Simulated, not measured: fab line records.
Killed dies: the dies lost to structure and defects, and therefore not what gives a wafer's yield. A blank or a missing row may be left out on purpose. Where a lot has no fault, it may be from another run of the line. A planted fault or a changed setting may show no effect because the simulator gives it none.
Problem report in the 8D (eight disciplines) form, filled by code / flow sky130 / the parts of the form that need people (team, actions taken, sign-off) are left out

## 1. WHAT WENT WRONG
beamEnergyKeV at SKY_LDD_N_IMPLANT_09 reads a mean of 20.847 on 6 wafers of 2 lots; wafers without a fault read 20.000 with a standard deviation of 0.0061. So: +99 or more standard deviations from the usual mean.
First observed at day 23 23:44: wafer L548.2, on implanter-02. The record holds 36 wafers of 12 lots with a number at this step. Rule for "out", or "out of limits": more than 4 standard deviations from the usual mean. Any other wafer with a number is counted as sound.

## 2. WHAT IT IS, WHAT IT ISN'T
question=which readings at this step | is=beamEnergyKeV | is not=-
question=which lots | is=L548, L550 | is not=L533, L536, L537, L538, L539, L552, L553, L554, L555, L556
question=which wafers of those lots | is=all that have a number | is not=-
question=read on which tools | is=implanter-02 | is not=implanter-01, implanter-04
question=when | is=from day 23 23:44 | is not=up to then (15 sound wafers); but 15 sound wafers of L552, L553, L554, L555, L556 came after

## 3. WHAT RULES OUT EACH SUSPECT
Counting: a tool at a process step up to the reading stays a suspect if it ran every lot that is out and no sound lot after the first of them.
- implanter-02 at SKY_LDD_N_IMPLANT_09: kept. All lots that are out passed through it, beginning with L548 at day 23 23:44, and no sound lot followed; its final sound lot before that point was L538 at day 20 02:28. Its own beamEnergyKeV readings are out on those wafers.
After counting, what remains is implanter-02 at SKY_LDD_N_IMPLANT_09.

## 4. THE CAUSE (what the simulator had put in)
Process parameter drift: implanter-02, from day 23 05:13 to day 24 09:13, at SKY_LDD_N_IMPLANT_09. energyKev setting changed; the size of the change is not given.
The count eliminated every tool but this one.

## 5. THE CHAIN OF EFFECTS, in route order
Each row: a reading whose mean over the struck wafers that have a number lies more than 3 standard deviations from the usual. Only readings whose record carries a usual standard deviation are examined. hours: median over the lots of the time between each lot's start at the first step of this table that gives one and its start at this step. sigmas: the change, counted in usual standard deviations.
hours=0; step=SKY_LDD_N_IMPLANT_09; reading=beamEnergyKeV; usual=20.000; on struck wafers=20.847; change=+0.847; sigmas=+99 or more
It contains these process steps:
- SKY_LDD_N_IMPLANT_09

## 6. HOW IT WOULD HAVE BEEN CAUGHT EARLIER
First out-of-limits reading in this record: day 23 23:44, which is 19 hours after fault onset at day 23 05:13.
